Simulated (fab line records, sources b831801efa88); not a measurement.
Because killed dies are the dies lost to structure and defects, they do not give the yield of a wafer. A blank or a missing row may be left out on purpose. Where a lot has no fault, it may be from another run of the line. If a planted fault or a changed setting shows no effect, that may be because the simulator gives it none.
Problem report, 8D (eight disciplines) form, completed by code + flow gf180mcu + the parts of the form that need people (team, actions taken, sign-off) are left out

== 1. THE ISSUE ==
Wafers free of any fault read 1.0 nm (standard deviation 1.4) for NWELL_OVL at GF_NWELL_OVL_MEAS_07, against a mean of -78.0 nm on 6 wafers of 2 lots. Relative to the usual mean, that is a shift of -56 standard deviations.
Seen first at day 6 15:24 on overlay-01, wafer L579.2. The record holds 42 wafers of 14 lots with a number at this step. The rule behind "out" and "out of limits": a value lying over 4 standard deviations away from the usual mean. The other wafers with a number count as sound.

== 2. WHAT IT IS; WHAT IT IS NOT ==
| question                    | is                     | is not                                                                 |
|-----------------------------|------------------------|------------------------------------------------------------------------|
| which readings at this step | NWELL_OVL              | -                                                                      |
| which lots                  | L579, L581             | L564, L565, L567, L568, L569, L570, L571, L572, L573, L574, L575, L585 |
| which wafers of those lots  | all that have a number | -                                                                      |
| read on which gauges        | overlay-01, overlay-02 | -                                                                      |
| when                        | from day 6 15:24       | up to then (33 sound wafers); but 3 sound wafers of L585 came after    |

== 3. WHAT RULES OUT EACH SUSPECT ==
Counting: any tool at a process step up to the reading is kept as a suspect provided that every lot that is out went through it and no sound lot did after the first of them.
- the gauge at GF_NWELL_OVL_MEAS_07 has been ruled out. The wafers that are out were read on 2 gauges (overlay-01, overlay-02).
- ilineStepper-01 at GF_NWELL_EXPOSE_04 (exposes mask Nwell, target cd 860 nm): kept. All lots that are out passed through it, beginning with L579 at day 6 08:38, and no sound lot followed; its final sound lot before that point was L575 at day 5 15:42.
The count leaves ilineStepper-01 at GF_NWELL_EXPOSE_04.

== 4. THE CAUSE (what the simulator had put in) ==
Scanner matching overlay: ilineStepper-01, from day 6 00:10 on, at GF_NWELL_EXPOSE_04. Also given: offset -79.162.
This tool alone remained once counting was done.

== 5. THE EFFECT CHAIN, in route order ==
One row per reading whose mean, taken over the struck wafers that have a number, lies over 3 standard deviations from the usual. Scope: only readings with a usual standard deviation given in the record; hours: median across lots of the time from each lot's start at the first step in this table that gives one to its start at this step; sigmas: change in usual standard deviations.
| hours | step                 | reading   | usual  | on struck wafers | change | sigmas |
|-------|----------------------|-----------|--------|------------------|--------|--------|
| 0     | GF_NWELL_OVL_MEAS_07 | NWELL_OVL | 1.0 nm | -78.0            | -79.0  | -56    |
Later steps that measure or inspect, where all struck wafers having a row at the step show a number for every such reading and not one has moved that far: GF_CONTACT_OVL_MEAS_15, GF_M3_OVL_MEAS_15, GF_V3_OVL_MEAS_15.

== 6. WHAT WOULD HAVE CAUGHT IT SOONER ==
Counted from the fault's start at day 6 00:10, it took 15 hours until the first out-of-limits reading at a measuring or inspecting step in this record, taken at day 6 15:24.
Of the tool readings at GF_NWELL_EXPOSE_04 for which the record gives a usual standard deviation, none was out on any struck wafer, so an alarm limit of 4 standard deviations on them would not have fired.
L581, from the lots that are out (2), started GF_NWELL_EXPOSE_04 on ilineStepper-01 later than day 6 15:24. Holding the tool at that time would have saved it.
